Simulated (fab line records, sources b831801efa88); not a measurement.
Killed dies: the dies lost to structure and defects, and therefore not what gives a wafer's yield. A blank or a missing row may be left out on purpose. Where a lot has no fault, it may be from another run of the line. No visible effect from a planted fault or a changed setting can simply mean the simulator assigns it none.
What tool caused it?	flow sky130	12 lots (36 wafers sampled), 1 step of a 708-step route

== WHAT THE GAUGES READ, wafer by wafer ==
SKY_LOCAL_INTERCONNECT_OVL_MEAS_12.
lot	measured	on	LOCAL_INTERCONNECT_OVL (nm)
L075	day 30 08:35	overlay-01	-7 1 1
L077	day 31 04:31	overlay-01	16 0 4
L079	day 31 23:02	overlay-01	2 6 4
L080	day 32 19:14	overlay-02	-1 -11 -5
L083	day 33 20:07	overlay-02	-1 -5 3
L085	day 34 16:41	overlay-02	5 2 6
L087	day 34 21:00	overlay-01	-1 -1 -3
L089	day 35 08:41	overlay-01	1 -4 -2
L092	day 36 02:44	overlay-02	10 4 2
L093	day 36 08:21	overlay-01	-5 1 -3
L095	day 36 19:47	overlay-01	-4 10 -8
L097	day 37 12:59	overlay-02	5 4 0

== TOOL THAT RAN EACH LOT (tool first, then ch and the chambers of the sampled wafers, then the start) ==
The record shows no process step preceding these readings.

== THE ANSWER, worked out from the rows above alone ==
Rule: the lots themselves supply what counts as usual. The widest of any qualifying gaps counts: lots, ordered by their means at a reading, are off when they make up no more than a third of the lots, leave a main group of 4 or more, and stand apart from it by 3 or more times the standard deviation of that group's means. A main group is skipped when, at the precision printed for the reading in the tables above, its means are all equal. Also off: a lot with no number at a reading for which 4 or more lots have one. Where the step has rows for the other lots, those lots are counted as sound.
No lot is off on any of the readings shown, so nothing can be concluded from this.

== WHAT WAS PUT IN BY THE SIMULATOR ==
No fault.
